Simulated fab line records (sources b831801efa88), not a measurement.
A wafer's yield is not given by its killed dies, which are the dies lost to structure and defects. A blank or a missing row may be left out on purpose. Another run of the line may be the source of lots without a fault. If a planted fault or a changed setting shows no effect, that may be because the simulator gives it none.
A lot that was struck, set against a sound lot | flow sky130 | 18 steps out of a route of 708
Sound: these wafers, L171.3, L171.4, L171.5. Wafers struck: L176.4, L176.5, L176.6. Last of all comes the cause.
Per side, at each step with rows, come the tool, then ch with its chambers, and then its first start. Under that, the readings that differ: sound wafers | struck wafers | difference of the means | sigmas: that difference in standard deviations of wafers without a fault.
alike: same words and numbers on both sides, and readings whose means sit less than 2 such deviations apart. not compared: any withheld reading, any reading some wafer has no value for, any bound like >300 that may hide the same value, and any number with overlapping values for which the record gives no deviation.
A row with sigmas, a row that says differs or no value, or rows on one side alone: a step with any of these is where the two part. Numbers that have no deviation but don't overlap get no sigmas and don't part them. Lack of a reading on every wafer of one side parts them only where that side has two or more wafers.

first, 4 steps without rows for these wafers: SKY_VT_ADJUST_LVTN_SOFTBAKE_14 (time 60 s); SKY_VT_ADJUST_LVTN_EXPOSE_15 (exposes mask HVN STD DERIVED, target cd 600 nm); SKY_VT_ADJUST_LVTN_PEB_16; SKY_VT_ADJUST_LVTN_DEVELOP_17 (develop time 60 s).
SKY_VT_ADJUST_LVTN_OVL_MEAS_18:
  sound on overlay-01, day 8 20:40; struck on overlay-02, day 10 18:12
  alike: VT_ADJUST_LVTN_01_OVL
after that, 1 step had no rows for these wafers: SKY_VT_ADJUST_LVTN_IMPLANT_19.
SKY_VT_ADJUST_LVTN_STRIP_20: strips in O2/N2.
  sound on plasmaAsher-01 ch 0,1, day 8 20:53; struck on plasmaAsher-02 ch 0,1, day 10 18:24
reading                  | sound             | struck            | difference | sigmas
stripTimeToEndpointS (s) | 14.13 14.13 14.10 | 14.23 14.24 14.20 | +0.10      | +3
  alike: chamberPressureMTorr, drypumpMotorCurrentA, oesProductAu
  not compared: rfHoursCounterH
SKY_VT_ADJUST_LVTN_TW_MEAS_21:
  sound on filmMetro-04, day 8 20:58; struck on filmMetro-02, day 10 18:30
reading             | sound             | struck            | difference | sigmas
VT_ADJUST_LVTN_2_TW | 192.8 192.6 192.3 | 186.9 187.2 186.9 | -5.6       | -3
then, 4 steps without rows for these wafers: SKY_VT_ADJUST_NCORE_DEHYDRATE_00 (time 60 s); SKY_VT_ADJUST_NCORE_HMDS_01 (prime time 60 s); SKY_VT_ADJUST_NCORE_COAT_02 (resist thk 1140 nm); SKY_VT_ADJUST_NCORE_SOFTBAKE_03 (time 60 s).
SKY_VT_ADJUST_NCORE_EXPOSE_04: exposes mask LVTN COMPLEMENT THIN, target cd 380 nm.
  sound on ilineStepper-01 ch 0, day 9 07:24; struck on ilineStepper-01 ch 0, day 11 05:32
reading                               | sound             | struck               | difference | sigmas
model.VT_ADJUST_NCORE.overlayXNm (nm) | 1.424 1.424 1.424 | -122.1 -122.1 -122.1 | -123.5     | 
  alike: mask, reticleTempC
then, 2 steps without rows for these wafers: SKY_VT_ADJUST_NCORE_PEB_05; SKY_VT_ADJUST_NCORE_DEVELOP_06 (develop time 60 s).
SKY_VT_ADJUST_NCORE_CD_MEAS_07 targets a cd of 380 nm.
  sound on cdSem-01, day 9 18:34; struck on cdSem-02, day 11 17:32
  alike: cdNm
SKY_VT_ADJUST_NCORE_OVL_MEAS_08:
  sound on overlay-02, day 9 18:40; struck on overlay-02, day 11 17:49
reading                  | sound       | struck               | difference | sigmas
VT_ADJUST_NCORE_OVL (nm) | 0.3 1.4 1.7 | -120.7 -119.9 -120.2 | -121.4     | -99 or more
  not compared: hold
SKY_PAD_OPEN_PROBE_99:
  sound wafers here have rows in the record (prober-02, day 47 07:14); struck ones have none

WHERE THEY PART
Last at SKY_PAD_OPEN_PROBE_99 as far as this record goes, first at SKY_VT_ADJUST_LVTN_STRIP_20.

WHY: the cause the simulator had injected
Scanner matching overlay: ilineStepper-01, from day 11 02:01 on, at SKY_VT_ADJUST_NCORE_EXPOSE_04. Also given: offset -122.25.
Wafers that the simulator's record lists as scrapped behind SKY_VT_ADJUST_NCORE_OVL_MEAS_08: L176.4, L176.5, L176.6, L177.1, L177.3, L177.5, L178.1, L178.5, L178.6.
